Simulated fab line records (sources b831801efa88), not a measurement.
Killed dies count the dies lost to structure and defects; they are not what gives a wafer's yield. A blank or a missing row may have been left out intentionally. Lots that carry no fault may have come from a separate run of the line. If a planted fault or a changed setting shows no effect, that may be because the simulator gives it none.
A sampling plan put to the test	flow sky130	each of the 68 faults these records tell of, on one fab line, judged from the records of the lots it struck
Plan = the line's own looks (route steps where a gauge or an inspection reads the wafer without altering it). Where struck wafers have a number at a look and the file lists that look's usual mean and standard deviation on fault-free wafers, the look can be judged. Caught: a look later than the fault's first step finds the struck wafers' mean 4 or more of those standard deviations (sigma) from the usual mean. On the tool: the fault's steps, tested the same way using the tool's own readings. If the struck wafers alone have a blank record, or they carry another recipe, that too counts as caught.

== THE FAULTS, as the simulator had put them in ==
1. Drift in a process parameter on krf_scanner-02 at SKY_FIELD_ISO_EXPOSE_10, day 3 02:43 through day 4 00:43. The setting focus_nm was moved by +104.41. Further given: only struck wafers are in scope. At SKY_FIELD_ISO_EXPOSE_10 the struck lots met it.
2. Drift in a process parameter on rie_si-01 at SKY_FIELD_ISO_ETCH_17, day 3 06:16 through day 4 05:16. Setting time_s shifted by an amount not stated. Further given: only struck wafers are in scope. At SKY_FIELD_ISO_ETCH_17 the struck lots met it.
3. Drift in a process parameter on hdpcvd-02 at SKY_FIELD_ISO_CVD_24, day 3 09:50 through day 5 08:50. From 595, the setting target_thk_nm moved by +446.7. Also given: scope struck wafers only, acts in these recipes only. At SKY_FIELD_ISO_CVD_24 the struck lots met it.
4. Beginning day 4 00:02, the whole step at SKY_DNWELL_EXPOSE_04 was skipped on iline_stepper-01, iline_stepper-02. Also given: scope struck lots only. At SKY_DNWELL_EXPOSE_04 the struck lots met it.
5. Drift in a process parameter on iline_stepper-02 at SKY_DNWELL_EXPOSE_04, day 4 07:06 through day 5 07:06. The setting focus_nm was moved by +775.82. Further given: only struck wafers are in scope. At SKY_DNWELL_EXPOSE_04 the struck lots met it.
6. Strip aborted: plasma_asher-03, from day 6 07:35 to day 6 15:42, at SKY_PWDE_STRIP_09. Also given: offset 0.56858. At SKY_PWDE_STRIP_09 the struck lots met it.
7. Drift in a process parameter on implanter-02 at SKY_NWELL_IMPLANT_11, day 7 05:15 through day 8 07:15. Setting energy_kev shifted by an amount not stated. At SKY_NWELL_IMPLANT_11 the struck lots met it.
8. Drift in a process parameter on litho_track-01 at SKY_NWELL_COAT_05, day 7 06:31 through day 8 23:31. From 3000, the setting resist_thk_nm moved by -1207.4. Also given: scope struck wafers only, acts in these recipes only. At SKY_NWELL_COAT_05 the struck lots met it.
9. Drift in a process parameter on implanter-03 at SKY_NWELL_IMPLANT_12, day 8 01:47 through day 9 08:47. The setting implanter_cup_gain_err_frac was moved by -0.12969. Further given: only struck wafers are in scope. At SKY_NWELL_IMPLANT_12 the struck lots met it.
10. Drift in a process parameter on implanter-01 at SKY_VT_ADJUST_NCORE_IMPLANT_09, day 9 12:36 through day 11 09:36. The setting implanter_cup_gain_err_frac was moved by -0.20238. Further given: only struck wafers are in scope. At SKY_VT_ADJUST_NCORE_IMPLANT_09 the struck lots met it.
11. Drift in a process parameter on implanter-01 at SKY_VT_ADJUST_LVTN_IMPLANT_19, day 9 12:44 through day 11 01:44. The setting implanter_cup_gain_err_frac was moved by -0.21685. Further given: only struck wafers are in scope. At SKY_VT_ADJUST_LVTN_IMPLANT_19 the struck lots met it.
12. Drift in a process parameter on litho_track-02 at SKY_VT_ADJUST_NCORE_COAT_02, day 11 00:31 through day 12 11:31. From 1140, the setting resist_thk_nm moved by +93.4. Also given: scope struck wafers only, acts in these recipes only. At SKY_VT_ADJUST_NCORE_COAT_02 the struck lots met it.
13. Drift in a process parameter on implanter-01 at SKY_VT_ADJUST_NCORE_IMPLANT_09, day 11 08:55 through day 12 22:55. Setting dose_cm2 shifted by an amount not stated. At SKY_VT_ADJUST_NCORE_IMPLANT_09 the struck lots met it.
14. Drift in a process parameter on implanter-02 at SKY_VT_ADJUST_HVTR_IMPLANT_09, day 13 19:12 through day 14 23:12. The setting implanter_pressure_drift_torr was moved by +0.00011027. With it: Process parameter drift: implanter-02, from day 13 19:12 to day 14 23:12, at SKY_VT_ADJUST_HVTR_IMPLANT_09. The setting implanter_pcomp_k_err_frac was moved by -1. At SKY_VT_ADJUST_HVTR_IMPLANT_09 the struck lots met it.
15. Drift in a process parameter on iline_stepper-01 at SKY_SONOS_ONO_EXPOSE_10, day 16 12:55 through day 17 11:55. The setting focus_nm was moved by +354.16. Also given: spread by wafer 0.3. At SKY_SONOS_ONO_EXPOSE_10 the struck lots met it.
16. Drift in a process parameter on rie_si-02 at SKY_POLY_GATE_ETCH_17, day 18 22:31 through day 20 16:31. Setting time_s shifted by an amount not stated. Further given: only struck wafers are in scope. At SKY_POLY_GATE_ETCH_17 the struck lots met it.
17. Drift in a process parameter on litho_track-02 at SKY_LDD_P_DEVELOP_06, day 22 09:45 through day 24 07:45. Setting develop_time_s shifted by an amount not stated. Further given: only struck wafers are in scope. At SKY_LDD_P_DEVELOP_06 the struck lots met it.
18. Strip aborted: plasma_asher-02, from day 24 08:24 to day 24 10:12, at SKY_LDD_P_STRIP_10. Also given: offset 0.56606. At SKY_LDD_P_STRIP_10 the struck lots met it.
19. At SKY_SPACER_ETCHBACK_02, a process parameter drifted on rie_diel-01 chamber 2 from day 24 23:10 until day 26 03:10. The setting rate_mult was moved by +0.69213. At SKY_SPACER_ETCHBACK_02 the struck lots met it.
20. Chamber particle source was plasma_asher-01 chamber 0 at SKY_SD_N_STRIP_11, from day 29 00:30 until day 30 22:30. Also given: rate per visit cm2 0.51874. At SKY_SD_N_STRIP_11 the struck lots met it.
21. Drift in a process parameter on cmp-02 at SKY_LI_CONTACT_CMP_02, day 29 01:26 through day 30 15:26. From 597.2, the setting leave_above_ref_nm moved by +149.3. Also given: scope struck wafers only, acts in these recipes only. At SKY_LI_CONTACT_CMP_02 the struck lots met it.
22. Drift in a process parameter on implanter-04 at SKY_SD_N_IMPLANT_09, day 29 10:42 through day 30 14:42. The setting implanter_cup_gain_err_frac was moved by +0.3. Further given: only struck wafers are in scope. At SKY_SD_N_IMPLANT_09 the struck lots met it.
23. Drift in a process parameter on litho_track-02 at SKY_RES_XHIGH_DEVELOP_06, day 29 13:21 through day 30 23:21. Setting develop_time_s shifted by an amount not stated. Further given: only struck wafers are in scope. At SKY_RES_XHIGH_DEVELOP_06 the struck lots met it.
24. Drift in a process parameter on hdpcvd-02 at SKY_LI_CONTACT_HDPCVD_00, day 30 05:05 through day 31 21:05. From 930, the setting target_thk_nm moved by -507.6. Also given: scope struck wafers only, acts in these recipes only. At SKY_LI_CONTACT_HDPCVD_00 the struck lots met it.
25. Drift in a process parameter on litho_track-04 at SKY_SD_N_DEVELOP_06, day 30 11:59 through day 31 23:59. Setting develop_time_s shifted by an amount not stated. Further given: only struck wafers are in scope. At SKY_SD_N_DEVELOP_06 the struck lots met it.
26. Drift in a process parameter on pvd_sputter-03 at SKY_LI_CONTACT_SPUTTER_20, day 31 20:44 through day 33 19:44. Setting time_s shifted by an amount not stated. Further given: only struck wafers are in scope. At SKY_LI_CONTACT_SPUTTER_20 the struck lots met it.
27. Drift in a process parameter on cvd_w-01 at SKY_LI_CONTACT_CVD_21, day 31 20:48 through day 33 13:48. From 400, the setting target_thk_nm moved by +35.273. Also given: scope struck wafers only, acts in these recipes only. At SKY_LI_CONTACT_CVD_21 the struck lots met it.
28. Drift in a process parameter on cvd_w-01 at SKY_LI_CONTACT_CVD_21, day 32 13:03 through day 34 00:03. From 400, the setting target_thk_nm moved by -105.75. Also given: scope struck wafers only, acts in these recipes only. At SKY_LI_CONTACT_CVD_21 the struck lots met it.
29. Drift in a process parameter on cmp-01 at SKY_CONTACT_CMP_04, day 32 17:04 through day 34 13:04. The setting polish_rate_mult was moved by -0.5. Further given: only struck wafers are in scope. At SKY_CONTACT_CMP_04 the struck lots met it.
30. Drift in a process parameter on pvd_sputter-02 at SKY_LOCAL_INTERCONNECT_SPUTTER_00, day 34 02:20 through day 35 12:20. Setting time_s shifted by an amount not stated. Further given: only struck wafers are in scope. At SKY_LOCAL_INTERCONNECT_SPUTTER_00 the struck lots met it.
31. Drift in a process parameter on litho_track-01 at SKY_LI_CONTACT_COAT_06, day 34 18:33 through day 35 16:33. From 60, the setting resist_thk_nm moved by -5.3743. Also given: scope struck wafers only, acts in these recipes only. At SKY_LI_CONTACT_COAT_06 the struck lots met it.
32. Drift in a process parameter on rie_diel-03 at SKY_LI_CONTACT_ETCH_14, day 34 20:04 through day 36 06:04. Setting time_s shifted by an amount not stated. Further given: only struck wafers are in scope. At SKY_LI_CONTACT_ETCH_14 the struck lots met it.
33. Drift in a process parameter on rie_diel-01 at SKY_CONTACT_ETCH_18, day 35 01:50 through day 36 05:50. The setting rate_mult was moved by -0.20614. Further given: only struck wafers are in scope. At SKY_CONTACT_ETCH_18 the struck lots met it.
34. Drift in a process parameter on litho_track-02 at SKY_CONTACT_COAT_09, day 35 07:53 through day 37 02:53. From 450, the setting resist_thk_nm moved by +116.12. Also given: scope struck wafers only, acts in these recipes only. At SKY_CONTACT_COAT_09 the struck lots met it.
35. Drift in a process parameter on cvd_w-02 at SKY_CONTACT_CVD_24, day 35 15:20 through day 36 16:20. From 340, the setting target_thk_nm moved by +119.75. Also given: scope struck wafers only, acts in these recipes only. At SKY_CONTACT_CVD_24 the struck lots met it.
36. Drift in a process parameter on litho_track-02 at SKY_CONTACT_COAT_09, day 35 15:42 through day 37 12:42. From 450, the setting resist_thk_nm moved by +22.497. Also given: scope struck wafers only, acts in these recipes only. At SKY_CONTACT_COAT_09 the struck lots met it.
37. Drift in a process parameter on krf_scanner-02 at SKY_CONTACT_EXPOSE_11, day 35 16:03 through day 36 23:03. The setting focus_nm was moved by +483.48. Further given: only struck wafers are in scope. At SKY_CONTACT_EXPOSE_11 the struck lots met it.
38. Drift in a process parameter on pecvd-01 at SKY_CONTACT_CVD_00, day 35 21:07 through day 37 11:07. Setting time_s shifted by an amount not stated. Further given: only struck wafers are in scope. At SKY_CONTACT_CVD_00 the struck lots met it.
39. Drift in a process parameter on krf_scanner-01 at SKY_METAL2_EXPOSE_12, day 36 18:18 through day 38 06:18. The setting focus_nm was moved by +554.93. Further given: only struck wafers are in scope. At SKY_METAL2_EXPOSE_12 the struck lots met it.
40. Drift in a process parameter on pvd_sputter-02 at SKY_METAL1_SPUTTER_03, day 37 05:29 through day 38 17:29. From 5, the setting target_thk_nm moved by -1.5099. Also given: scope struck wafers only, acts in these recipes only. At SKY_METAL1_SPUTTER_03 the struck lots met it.
41. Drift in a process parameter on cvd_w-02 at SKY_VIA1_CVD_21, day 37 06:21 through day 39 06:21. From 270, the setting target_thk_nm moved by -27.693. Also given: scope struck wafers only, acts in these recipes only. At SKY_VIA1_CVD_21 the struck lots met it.
42. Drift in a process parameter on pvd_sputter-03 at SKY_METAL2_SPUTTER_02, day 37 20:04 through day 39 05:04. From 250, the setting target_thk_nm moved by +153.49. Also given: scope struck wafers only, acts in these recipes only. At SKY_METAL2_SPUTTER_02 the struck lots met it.
43. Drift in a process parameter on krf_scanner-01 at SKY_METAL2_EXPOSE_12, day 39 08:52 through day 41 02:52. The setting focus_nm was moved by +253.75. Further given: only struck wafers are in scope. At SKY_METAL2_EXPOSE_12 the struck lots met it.
44. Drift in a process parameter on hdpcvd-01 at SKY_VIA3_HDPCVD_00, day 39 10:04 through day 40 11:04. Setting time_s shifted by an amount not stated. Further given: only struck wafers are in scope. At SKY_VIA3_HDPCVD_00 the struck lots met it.
45. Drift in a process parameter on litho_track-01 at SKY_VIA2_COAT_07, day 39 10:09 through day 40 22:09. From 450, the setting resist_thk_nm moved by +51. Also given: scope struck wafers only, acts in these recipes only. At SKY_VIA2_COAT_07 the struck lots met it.
46. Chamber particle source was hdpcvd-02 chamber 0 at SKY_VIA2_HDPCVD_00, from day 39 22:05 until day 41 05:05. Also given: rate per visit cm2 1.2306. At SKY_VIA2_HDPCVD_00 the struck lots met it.
47. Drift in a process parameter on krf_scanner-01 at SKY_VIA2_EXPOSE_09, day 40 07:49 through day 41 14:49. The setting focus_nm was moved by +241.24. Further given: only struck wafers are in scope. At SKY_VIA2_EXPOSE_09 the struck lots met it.
48. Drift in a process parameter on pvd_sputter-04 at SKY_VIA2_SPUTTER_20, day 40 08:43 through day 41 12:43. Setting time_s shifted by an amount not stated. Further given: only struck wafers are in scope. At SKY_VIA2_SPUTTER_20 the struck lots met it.
49. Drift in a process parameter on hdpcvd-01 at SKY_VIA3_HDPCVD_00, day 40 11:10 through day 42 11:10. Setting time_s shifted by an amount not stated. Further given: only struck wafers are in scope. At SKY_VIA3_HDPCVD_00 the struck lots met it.
50. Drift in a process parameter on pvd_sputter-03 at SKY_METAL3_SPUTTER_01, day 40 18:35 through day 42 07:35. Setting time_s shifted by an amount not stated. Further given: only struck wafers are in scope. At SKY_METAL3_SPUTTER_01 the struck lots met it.
51. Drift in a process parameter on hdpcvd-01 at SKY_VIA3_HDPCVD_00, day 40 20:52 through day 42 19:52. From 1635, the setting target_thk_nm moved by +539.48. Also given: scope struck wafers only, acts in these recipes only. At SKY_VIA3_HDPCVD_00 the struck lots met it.
52. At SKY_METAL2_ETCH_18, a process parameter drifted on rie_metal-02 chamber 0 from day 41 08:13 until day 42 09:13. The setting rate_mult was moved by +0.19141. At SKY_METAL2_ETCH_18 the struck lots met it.
53. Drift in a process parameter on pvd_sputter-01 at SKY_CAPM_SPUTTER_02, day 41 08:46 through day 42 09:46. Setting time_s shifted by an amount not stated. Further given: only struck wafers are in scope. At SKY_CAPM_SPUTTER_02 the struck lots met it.
54. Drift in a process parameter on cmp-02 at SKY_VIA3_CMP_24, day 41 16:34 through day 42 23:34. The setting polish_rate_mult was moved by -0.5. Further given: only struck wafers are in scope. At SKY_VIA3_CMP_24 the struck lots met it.
55. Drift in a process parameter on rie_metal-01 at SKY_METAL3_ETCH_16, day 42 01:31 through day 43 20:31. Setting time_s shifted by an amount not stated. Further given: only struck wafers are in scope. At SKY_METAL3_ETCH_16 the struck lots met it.
56. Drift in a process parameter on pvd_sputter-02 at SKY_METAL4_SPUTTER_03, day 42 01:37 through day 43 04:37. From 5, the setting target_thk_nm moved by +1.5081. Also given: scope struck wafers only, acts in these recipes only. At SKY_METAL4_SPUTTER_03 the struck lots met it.
57. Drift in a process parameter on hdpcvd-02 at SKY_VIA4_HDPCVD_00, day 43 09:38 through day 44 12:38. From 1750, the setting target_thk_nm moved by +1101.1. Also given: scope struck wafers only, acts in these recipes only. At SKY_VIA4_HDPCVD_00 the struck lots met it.
58. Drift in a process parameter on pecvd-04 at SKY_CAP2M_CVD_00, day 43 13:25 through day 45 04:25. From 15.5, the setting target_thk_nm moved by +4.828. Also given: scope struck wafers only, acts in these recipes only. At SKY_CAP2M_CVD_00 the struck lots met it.
59. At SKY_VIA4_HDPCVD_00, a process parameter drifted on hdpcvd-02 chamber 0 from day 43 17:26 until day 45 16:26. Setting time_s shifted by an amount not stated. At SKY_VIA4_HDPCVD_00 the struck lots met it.
60. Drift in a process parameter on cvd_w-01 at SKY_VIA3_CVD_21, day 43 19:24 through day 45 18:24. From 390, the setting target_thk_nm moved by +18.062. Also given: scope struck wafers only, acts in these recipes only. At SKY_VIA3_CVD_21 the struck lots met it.
61. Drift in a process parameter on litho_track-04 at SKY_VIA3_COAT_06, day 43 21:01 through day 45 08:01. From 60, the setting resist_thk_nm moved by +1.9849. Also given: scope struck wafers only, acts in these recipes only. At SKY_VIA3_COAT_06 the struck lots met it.
62. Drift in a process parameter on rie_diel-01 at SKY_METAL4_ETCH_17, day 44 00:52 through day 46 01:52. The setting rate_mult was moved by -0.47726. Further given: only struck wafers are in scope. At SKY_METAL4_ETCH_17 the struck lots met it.
63. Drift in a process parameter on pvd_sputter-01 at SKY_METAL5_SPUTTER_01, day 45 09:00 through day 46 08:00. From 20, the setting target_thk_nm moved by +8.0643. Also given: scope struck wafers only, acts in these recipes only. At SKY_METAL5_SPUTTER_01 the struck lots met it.
64. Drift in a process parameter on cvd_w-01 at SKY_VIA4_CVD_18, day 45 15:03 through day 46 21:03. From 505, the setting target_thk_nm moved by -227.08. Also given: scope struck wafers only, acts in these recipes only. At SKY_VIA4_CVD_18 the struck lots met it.
65. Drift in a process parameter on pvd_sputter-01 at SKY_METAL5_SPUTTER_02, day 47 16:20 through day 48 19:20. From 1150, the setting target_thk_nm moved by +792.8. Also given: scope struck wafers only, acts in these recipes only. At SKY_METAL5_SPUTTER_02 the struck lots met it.
66. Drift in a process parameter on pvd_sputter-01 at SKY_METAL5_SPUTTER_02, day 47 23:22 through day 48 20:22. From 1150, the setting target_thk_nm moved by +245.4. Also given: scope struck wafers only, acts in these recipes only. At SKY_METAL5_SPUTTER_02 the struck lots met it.
67. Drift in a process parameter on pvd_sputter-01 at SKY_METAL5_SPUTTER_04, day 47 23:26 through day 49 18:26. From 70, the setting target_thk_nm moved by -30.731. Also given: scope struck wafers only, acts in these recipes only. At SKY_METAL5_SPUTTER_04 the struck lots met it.
68. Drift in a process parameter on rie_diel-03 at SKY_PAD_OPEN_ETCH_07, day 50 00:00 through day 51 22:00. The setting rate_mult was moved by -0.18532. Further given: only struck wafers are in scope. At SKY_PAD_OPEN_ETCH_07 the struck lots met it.

== WHAT THE PLAN SAW ==
fault	on the tool itself	first look that catches it	reading, sigma	median hours from its first step to that look	hours from the fault's start to the first struck lot there	judged looks passed uncaught
1	no reading that can be judged	not the one look that can be judged after it	strongest: cd_nm at SKY_FIELD_ISO_CD_MEAS_13, -3.2	-	-	1
2	run_length_s -99 or beyond sigma	none of the 2 looks that can be judged after it	-	-	-	2
3	no reading that can be judged	SKY_FIELD_ISO_THK_MEAS_25	FIELD_ISO_CVD_24_THK +74	0.1	5	0
4	no reading that can be judged	SKY_DNWELL_TW_MEAS_09	DNWELL_TW -99 or beyond	8.9	14	0
5	under 2 sigma	none of the 5 looks that can be judged after it	-	-	-	5
6	oes_product_au +53 sigma	SKY_NWELL_TW_MEAS_15	NWELL_TW -47	19.3	27	1
7	beam_energy_keV -99 or beyond sigma	SKY_NWELL_RS_MEAS_29	NWELL_RS +14	21.8	32	1
8	no reading that can be judged	none of the 2 looks that can be judged after it	-	-	-	2
9	beam_on_s +7.3 sigma	none of the 2 looks that can be judged after it	strongest: NWELL_RS at SKY_NWELL_RS_MEAS_29, -3.1	-	-	2
10	beam_on_s +10 sigma	SKY_VT_ADJUST_NCORE_TW_MEAS_11	VT_ADJUST_NCORE_TW +7.3	0.2	5	0
11	beam_on_s +13 sigma	SKY_VT_ADJUST_LVTN_TW_MEAS_21	VT_ADJUST_LVTN_2_TW +6.3	0.2	1	0
12	no reading that can be judged	SKY_VT_ADJUST_NCORE_CD_MEAS_07	cd_nm -4.1	12.7	42	0
13	dose_ions_cm2 -99 or beyond sigma	SKY_VT_ADJUST_NCORE_TW_MEAS_11	VT_ADJUST_NCORE_TW -55	0.2	22	0
14	end_station_pressure_torr +99 or beyond sigma	SKY_VT_ADJUST_HVTR_TW_MEAS_11	VT_ADJUST_HVTR_TW +5.9	0.2	4	0
15	no reading that can be judged	SKY_SONOS_ONO_CD_MEAS_13	cd_nm -5.1	14.4	20	0
16	run_length_s -22 sigma	no look after it can be judged	-	-	-	0
17	under 2 sigma	SKY_LDD_P_CD_MEAS_07	cd_nm +10	0.1	4	0
18	oes_product_au +49 sigma	SKY_LDD_HVN_TW_MEAS_10	LDD_HVN_TW -99 or beyond	30.3	32	0
19	under 2 sigma	no look after it can be judged	-	-	-	0
20	under 2 sigma	no look after it can be judged	-	-	-	0
21	time_to_endpoint_s -6.1 sigma	no look after it can be judged	-	-	-	0
22	faraday_current_uA +5.7 sigma	SKY_SD_N_RS_MEAS_16	SD_N_RS +21	0.7	4	0
23	no reading that can be judged	SKY_RES_XHIGH_TW_MEAS_09	RES_XHIGH_TW -99 or beyond	0.4	10	0
24	under 2 sigma	SKY_LI_CONTACT_THK_MEAS_01	LI_CONTACT_HDPCVD_THK -55	0.1	5	0
25	no reading that can be judged	SKY_SD_N_CD_MEAS_07	cd_nm +5.6	0.1	10	0
26	under 2 sigma	no look after it can be judged	-	-	-	0
27	under 2 sigma	SKY_LI_CONTACT_RS_MEAS_22	LI_CONTACT_W_RS -9.2	0.1	7	0
28	under 2 sigma	SKY_LI_CONTACT_RS_MEAS_22	LI_CONTACT_W_RS +36	0.1	10	0
29	time_to_endpoint_s +5.8 sigma	no look after it can be judged	-	-	-	0
30	under 2 sigma	SKY_LOCAL_INTERCONNECT_RS_MEAS_01	LOCAL_INTERCONNECT_TIN_RS +11	0.1	6	0
31	no reading that can be judged	no look after it can be judged	-	-	-	0
32	run_length_s -76 sigma	no look after it can be judged	-	-	-	0
33	under 2 sigma	no look after it can be judged	-	-	-	0
34	no reading that can be judged	not the one look that can be judged after it	-	-	-	1
35	under 2 sigma	SKY_CONTACT_RS_MEAS_25	CONTACT_W_RS -18	0.1	1	0
36	under 2 sigma	none of the 3 looks that can be judged after it	-	-	-	3
37	no reading that can be judged	SKY_CONTACT_CD_MEAS_14	cd_nm -63	12.9	15	0
38	under 2 sigma	SKY_CONTACT_THK_MEAS_01	CONTACT_CVD_00_THK -12	0.0	17	0
39	no reading that can be judged	no look after it can be judged	-	-	-	0
40	under 2 sigma	no look after it can be judged	-	-	-	0
41	under 2 sigma	SKY_VIA1_RS_MEAS_22	VIA1_W_RS +9.8	0.1	9	0
42	under 2 sigma	SKY_METAL2_RS_MEAS_05	METAL2_ALCU_RS -34	0.1	5	0
43	under 2 sigma	SKY_METAL2_CD_MEAS_15	cd_nm -32	12.1	15	0
44	run_length_s -99 or beyond sigma	SKY_VIA3_THK_MEAS_01	VIA3_HDPCVD_THK -64	0.2	15	0
45	no reading that can be judged	not the one look that can be judged after it	-	-	-	1
46	no reading that can be judged	none of the 2 looks that can be judged after it	-	-	-	2
47	under 2 sigma	SKY_VIA2_CD_MEAS_12	cd_nm -11	11.8	18	0
48	under 2 sigma	no look after it can be judged	-	-	-	0
49	run_length_s +17 sigma	SKY_VIA3_THK_MEAS_01	VIA3_HDPCVD_THK +5.1	0.2	1	0
50	under 2 sigma	no look after it can be judged	-	-	-	0
51	no reading that can be judged	SKY_VIA3_THK_MEAS_01	VIA3_HDPCVD_THK +36	0.2	9	0
52	under 2 sigma	no look after it can be judged	-	-	-	0
53	under 2 sigma	SKY_CAPM_RS_MEAS_03	CAPM_TIN_RS +4.8	0.1	24	0
54	overpolish_run_s -99 or beyond sigma	no look after it can be judged	-	-	-	0
55	run_length_s +7.7 sigma	no look after it can be judged	-	-	-	0
56	under 2 sigma	no look after it can be judged	-	-	-	0
57	no reading that can be judged	SKY_VIA4_THK_MEAS_01	VIA4_HDPCVD_THK +68	0.2	4	0
58	under 2 sigma	SKY_CAP2M_THK_MEAS_01	CAP2M_CVD_00_THK +21	0.0	5	0
59	run_length_s +75 sigma	SKY_VIA4_THK_MEAS_01	VIA4_HDPCVD_THK +13	0.2	2	0
60	under 2 sigma	SKY_VIA3_RS_MEAS_22	VIA3_W_RS -4.2	0.1	2	0
61	no reading that can be judged	no look after it can be judged	-	-	-	0
62	oes_product_au -7.1 sigma	no look after it can be judged	-	-	-	0
63	under 2 sigma	no look after it can be judged	-	-	-	0
64	under 2 sigma	SKY_VIA4_RS_MEAS_19	VIA4_W_RS +75	0.2	6	0
65	under 2 sigma	SKY_METAL5_RS_MEAS_05	METAL5_ALCU_RS -43	0.2	5	0
66	only faintly: throttle_valve_pct +2.1 sigma	SKY_METAL5_RS_MEAS_05	METAL5_ALCU_RS -18	0.1	2	0
67	under 2 sigma	SKY_METAL5_THK_MEAS_06	METAL5_ALCU_THK +7.0	3.6	5	1
68	oes_product_au -10 sigma	no look after it can be judged	-	-	-	0
A dash: the fault is not caught, or the number is missing from these records.

Caught at a look: 38 of 68. Caught on the tool: 21 of 68. By one or the other: 48 of 68.
On the tool alone, faults 2, 9, 16, 21, 29, 32, 54, 55, 62, 68 were caught.
Caught at a look alone: faults 3, 4, 12, 15, 17, 23, 24, 25, 27, 28, 30, 35, 37, 38, 41, 42, 43, 47, 51, 53, 57, 58, 60, 64, 65, 66, 67.
Caught by neither: faults 1, 5, 8, 19, 20, 26, 31, 33, 34, 36, 39, 40, 45, 46, 48, 50, 52, 56, 61, 63.

== THINNER SAMPLING ==
In the worst case, this is how late the first struck lot would be measured if the look that catches a fault measured only every second or every third lot, by lot number:
fault	struck lots at that look, in order of time	every lot	every second lot	every third lot
3	L709, L714, L715	5 h	27 h	may miss all 3
4	L745, L746	14 h	14 h	may miss all 2
6	L494	27 h	may miss it	may miss it
7	L800, L801	32 h	36 h	may miss all 2
10	L668, L670, L671	5 h	23 h	may miss all 3
11	L440, L441, L443	1 h	2 h	may miss all 3
12	L271, L272	42 h	45 h	may miss all 2
13	L414, L415	22 h	29 h	may miss all 2
14	L953, L954	4 h	13 h	may miss all 2
15	L602, L604	20 h	may miss all 2	may miss all 2
17	L195, L196	4 h	20 h	may miss all 2
18	L780	32 h	may miss it	may miss it
22	L954, L956, L957	4 h	23 h	may miss all 3
23	L588, L590	10 h	may miss all 2	may miss all 2
24	L438, L439, L441	5 h	18 h	may miss all 3
25	L784, L786	10 h	may miss all 2	may miss all 2
27	L871, L874	7 h	33 h	may miss all 2
28	L969, L971	10 h	may miss all 2	may miss all 2
30	L525, L526	6 h	18 h	may miss all 2
35	L748, L749, L750	1 h	12 h	17 h
37	L872, L873	15 h	17 h	may miss all 2
38	L151, L152, L155	17 h	24 h	may miss all 3
41	L327, L333	9 h	may miss all 2	may miss all 2
42	L103, L107	5 h	may miss all 2	may miss all 2
43	L368, L372	15 h	may miss all 2	may miss all 2
44	L238	15 h	may miss it	may miss it
47	L673, L675	18 h	may miss all 2	may miss all 2
49	L708	1 h	may miss it	may miss it
51	L415	9 h	may miss it	may miss it
53	L486	24 h	may miss it	may miss it
57	L223, L225	4 h	may miss all 2	may miss all 2
58	L504, L506	5 h	may miss all 2	may miss all 2
59	L631, L636	2 h	43 h	may miss all 2
60	L699, L701, L707	2 h	may miss all 3	may miss all 3
64	L770, L774	6 h	may miss all 2	may miss all 2
65	L633, L634, L636	5 h	9 h	may miss all 3
66	L483	2 h	may miss it	may miss it
67	L525	5 h	may miss it	may miss it
Hours count from the start of the fault until the first struck lot that is measured. The limit of 4 sigma was tested on all struck wafers together, so one lot alone may lie under it. Other struck lots may not be in these records.

== THE LONGEST TIMED WAY FROM STEP TO LOOK ==
In fault 18, a median of 30.3 hours elapses between SKY_LDD_P_STRIP_10 and SKY_LDD_HVN_TW_MEAS_10. No look between them can be judged.
